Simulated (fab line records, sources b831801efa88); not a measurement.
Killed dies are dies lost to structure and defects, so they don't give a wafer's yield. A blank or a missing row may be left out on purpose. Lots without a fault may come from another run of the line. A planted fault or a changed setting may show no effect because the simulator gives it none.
A struck lot beside a sound one | flow sfq_line | 14 steps out of a route of 325
Sound: wafers L881.4, L881.5, L881.6. Struck: wafers L896.1, L896.4. (L896.2 of the same lot was not struck and is left out.) The cause comes at the end.
At each step with rows: each side's tool, then ch and its chambers, then its first start. Under that, the readings that differ: sound wafers | struck wafers | difference of the means | sigmas: that difference in standard deviations of wafers without a fault.
alike: readings whose means differ by less than 2 such deviations, and words and numbers that are the same on both sides. not compared: withheld readings, readings that some wafer has no value for, bounds like >300 that may hide the same value, and numbers for which the record gives no deviation and whose values overlap.
The two part at a step that has a row with sigmas, a row that says differs or no value, or rows on one side only. Numbers that don't overlap but have no deviation are shown without sigmas and don't part them. A reading that every wafer of one side lacks parts them only if that side has two wafers or more.

first, 2 steps without rows for these wafers: SFQ_TRILAYER_I0_VIA_STRIP_SOLV_CLEAN_036 (cleans in NMP, time 600 s); SFQ_TRILAYER_M1_DEP_PRE_CLEAN_038 (time 22.5 s).
SFQ_TRILAYER_M1_DEP_SPUTTER_037: material Nb, target thk 200 nm, time 133.3 s.
  sound on pvd_sputter-06, day 19 14:41; struck on pvd_sputter-03, day 25 21:22
  alike: throttle_valve_pct
SFQ_M1_RS_MEAS_909: measures by four-point-probe.
  sound on film_metro-01, day 19 14:47; struck on film_metro-01, day 25 21:28
  reading           | sound             | struck      | difference | sigmas
  M1_NB_RS (ohm/sq) | 0.890 0.892 0.899 | 0.874 0.877 | -0.018     | -2
then, 6 steps without rows for these wafers: SFQ_TRILAYER_M1_LITHO_COAT_044 (resist thk 62 nm); SFQ_TRILAYER_M1_LITHO_COAT_039 (resist thk 600 nm); SFQ_TRILAYER_M1_LITHO_SOFTBAKE_043; SFQ_TRILAYER_M1_LITHO_EXPOSE_040 (exposes mask M1, target cd 500 nm); SFQ_TRILAYER_M1_LITHO_PEB_042 (peb time 60 s); SFQ_TRILAYER_M1_LITHO_DEVELOP_041 (time 60 s).
-- the record jumps here: 6 days lie between the struck wafers' starts before and after --
SFQ_M1_OVL_MEAS_911:
  sound on overlay-01, day 25 22:48; struck on overlay-01, day 31 16:17
  alike: M1_OVL
SFQ_TRILAYER_M1_BARC_OPEN_METAL_ETCH_054: etches BARC in O2, target depth 125 nm, time 41.7 s.
  sound on rie_metal-03 ch 0,1, day 25 22:50; struck on rie_metal-03 ch 0,1, day 31 16:19
  reading                                             | sound           | struck    | difference | sigmas
  model.KrF_of_TRILAYER_M1_LITHO_COAT_039.thk_nm (nm) | 521.6 524 524.8 | 544.8 542 | +19.9      |
  alike: drypump_motor_current_A, oes_product_au
  not compared: rf_hours_counter_h
SFQ_TRILAYER_M1_ETCH_METAL_ETCH_042: etches Nb in Cl2/Ar, stops on SiO2, target depth 240 nm, time 120 s.
  sound on rie_metal-03 ch 0,1, day 25 22:55; struck on rie_metal-03 ch 0,1, day 31 16:23
  reading                                             | sound             | struck      | difference | sigmas
  model.KrF_of_TRILAYER_M1_LITHO_COAT_039.thk_nm (nm) | 377.4 379.8 385.2 | 404.9 401.3 | +22.3      |
  alike: drypump_motor_current_A, oes_product_au
  not compared: rf_hours_counter_h
SFQ_TRILAYER_M1_STRIP_STRIP_043: strips in O2.
  sound on rie_metal-03 ch 0,1, day 25 23:12; struck on rie_metal-03 ch 0,1, day 31 16:30
  reading               | sound             | struck      | difference | sigmas
  oes_product_au (a.u.) | 1.015 1.021 0.996 | 0.987 0.994 | -0.020     | -2
  alike: drypump_motor_current_A
  not compared: rf_hours_counter_h

WHERE THEY PART
First at SFQ_M1_RS_MEAS_909; last, within this record, at SFQ_TRILAYER_M1_STRIP_STRIP_043.

WHY: what the simulator had put in
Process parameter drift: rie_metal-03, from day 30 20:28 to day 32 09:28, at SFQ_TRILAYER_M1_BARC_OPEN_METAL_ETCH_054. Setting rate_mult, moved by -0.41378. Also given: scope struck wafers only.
